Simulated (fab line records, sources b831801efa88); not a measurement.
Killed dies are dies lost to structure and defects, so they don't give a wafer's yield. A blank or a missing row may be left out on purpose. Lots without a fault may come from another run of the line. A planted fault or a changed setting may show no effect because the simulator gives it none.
Which tool did it? | flow sky130 | 6 lots, 18 wafers sampled, at 2 steps of a route of 708

WHAT THE GAUGES READ, wafer by wafer
SKY_SONOS_TUNNEL_TW_MEAS_12.
lot  | measured     | on            | SONOS_TUNNEL_TW
L210 | day 11 21:27 | film_metro-02 | 197.4 198.5 198.9
L213 | day 12 21:27 | film_metro-04 | 198.5 199.6 198.8
L217 | day 14 06:41 | film_metro-02 | 198.8 199.7 201.0
L222 | day 15 17:56 | film_metro-02 | 191.1 190.9 190.0
L224 | day 16 10:56 | film_metro-03 | 188.4 188.4 189.1
L229 | day 17 22:53 | film_metro-03 | 195.3 195.0 196.1

WHICH TOOL RAN EACH LOT (tool, then ch and the chambers of the sampled wafers, then the start)
lot  | SKY_SONOS_TUNNEL_IMPLANT_09
L210 | implanter-04 ch 0, day 11 21:02
L213 | implanter-01 ch 0, day 12 21:02
L217 | implanter-03 ch 0, day 14 06:13
L222 | implanter-01 ch 0, day 15 17:31
L224 | implanter-01 ch 0, day 16 10:31
L229 | implanter-03 ch 0, day 17 22:29
- SKY_SONOS_TUNNEL_IMPLANT_09

THE ANSWER, worked out from the rows above alone
Rule: what is usual is taken from the lots themselves. Put in order of their means at a reading, lots are off if they are a third of the lots or fewer, leave a main group of 4 or more, and stand apart from it by a gap of 3 or more times the standard deviation of the main group's means; of several such gaps the widest counts. A main group whose means are all the same, to the digits that the tables above print for the reading, isn't used. A lot without any number at a reading at which 4 lots or more have one is off too. The other lots that the step has rows for count as sound.
No lot is off at any reading shown: from this, nothing can be told.

WHAT THE SIMULATOR HAD PUT IN
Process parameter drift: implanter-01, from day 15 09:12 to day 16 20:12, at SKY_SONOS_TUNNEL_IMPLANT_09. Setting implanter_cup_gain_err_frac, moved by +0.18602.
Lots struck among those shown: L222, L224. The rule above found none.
